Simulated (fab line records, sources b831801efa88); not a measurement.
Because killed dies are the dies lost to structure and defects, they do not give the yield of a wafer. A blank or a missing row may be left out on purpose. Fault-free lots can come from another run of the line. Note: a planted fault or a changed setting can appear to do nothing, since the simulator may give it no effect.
The same fault as seen by 2 desks || flow sky130 || each desk holds nothing but its own numbers, with what lay behind them at the end

TOOL OWNER'S DESK, rie metal-04
The tool's own readings at SKY_LOCAL_INTERCONNECT_METAL_ETCH_14 (etches TiN in Cl2/BCl3, stops on PSG, target depth 110 nm, time 31.4 s): means of the sampled wafers that have a number, for each lot that ran on this tool. A lot is out of limits, marked OUT, if its mean lies more than 4 standard deviations from the usual mean; the brackets give that distance.
Columns: A = bias w at SKY_LOCAL_INTERCONNECT_METAL_ETCH_14, usual 48.51 W; B = drypump motor current A at SKY_LOCAL_INTERCONNECT_METAL_ETCH_14, usual 5.7 A; C = oes product au at SKY_LOCAL_INTERCONNECT_METAL_ETCH_14, usual 0.941 a.u.; D = throttle valve pct at SKY_LOCAL_INTERCONNECT_METAL_ETCH_14, usual 21.902 %
{"lot": "L248", "first seen here": "day 31 17:44", "A": 48.54, "B": 5.6, "C": 0.938, "D": 21.911}
{"lot": "L251", "first seen here": "day 31 23:37", "A": 48.44, "B": 5.6, "C": 0.953, "D": 21.890}
{"lot": "L258", "first seen here": "day 34 14:44", "A": 48.44, "B": 6.1, "C": 0.939, "D": 21.910}
{"lot": "L259", "first seen here": "day 34 16:31", "A": 48.44, "B": 5.6, "C": 0.938, "D": 21.900}
{"lot": "L264", "first seen here": "day 36 01:04", "A": 48.45, "B": 5.8, "C": "0.899 (-5.6) OUT", "D": 21.933}
{"lot": "L266", "first seen here": "day 36 22:10", "A": 48.64, "B": 5.6, "C": "0.895 (-6.1) OUT", "D": 21.923}
Finding of this desk: L264, L266 out of limits; the first was L264 at day 36 01:04, on oes product au at SKY_LOCAL_INTERCONNECT_METAL_ETCH_14. In limits: L248, L251, L258, L259.

FROM THE METROLOGY DESK
Lot by lot, what the gauges showed, no matter which tool ran the lot: averages of those sampled wafers that carry a number. A lot is out of limits, marked OUT, if its mean lies more than 4 standard deviations from the usual mean; the brackets give that distance.
Columns: A = LI_CONTACT_W_RS at SKY_LI_CONTACT_RS_MEAS_22, usual 0.2845 ohm/sq; B = CONTACT_BOW at SKY_CONTACT_BOW_MEAS_05, usual 82 um
{"lot": "L249", "first seen here": "day 30 12:32", "A": 0.2840, "B": 84}
{"lot": "L248", "first seen here": "day 30 13:11", "A": 0.2831, "B": 82}
{"lot": "L251", "first seen here": "day 30 19:47", "A": 0.2834, "B": 89}
{"lot": "L252", "first seen here": "day 31 02:50", "A": 0.2865, "B": 77}
{"lot": "L256", "first seen here": "day 32 10:11", "A": 0.2827, "B": 86}
{"lot": "L257", "first seen here": "day 32 16:30", "A": 0.2840, "B": 78}
{"lot": "L258", "first seen here": "day 33 11:00", "A": 0.2857, "B": 85}
{"lot": "L259", "first seen here": "day 33 13:14", "A": 0.2836, "B": 88}
{"lot": "L264", "first seen here": "day 34 22:13", "A": 0.2866, "B": "-"}
{"lot": "L267", "first seen here": "day 35 19:04", "A": 0.2831, "B": 73}
{"lot": "L266", "first seen here": "day 35 19:18", "A": 0.2815, "B": "-"}
{"lot": "L269", "first seen here": "day 37 17:15", "A": 0.2870, "B": 80}
{"lot": "L270", "first seen here": "day 37 18:23", "A": 0.2827, "B": 82}
{"lot": "L268", "first seen here": "day 37 21:12", "A": 0.2839, "B": 86}
This desk's finding: nothing out of limits on any of the 14 lots.

PUT TOGETHER
The tool owner's desk could have raised an alarm at day 36 01:04, on L264, L266.
The metrology desk saw nothing out of limits.
The metrology desk holds a record of L264, L266, inside its limits.
Every lot named ran SKY_LOCAL_INTERCONNECT_METAL_ETCH_14 on rie metal-04.

WHAT WAS PUT IN BY THE SIMULATOR
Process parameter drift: rie metal-04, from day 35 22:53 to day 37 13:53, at SKY_LOCAL_INTERCONNECT_METAL_ETCH_14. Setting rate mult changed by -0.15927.
Lots struck among those shown: L264, L266.
Delay in hours, fault start to first out-of-limits reading, by desk: the tool owner's desk at 2.
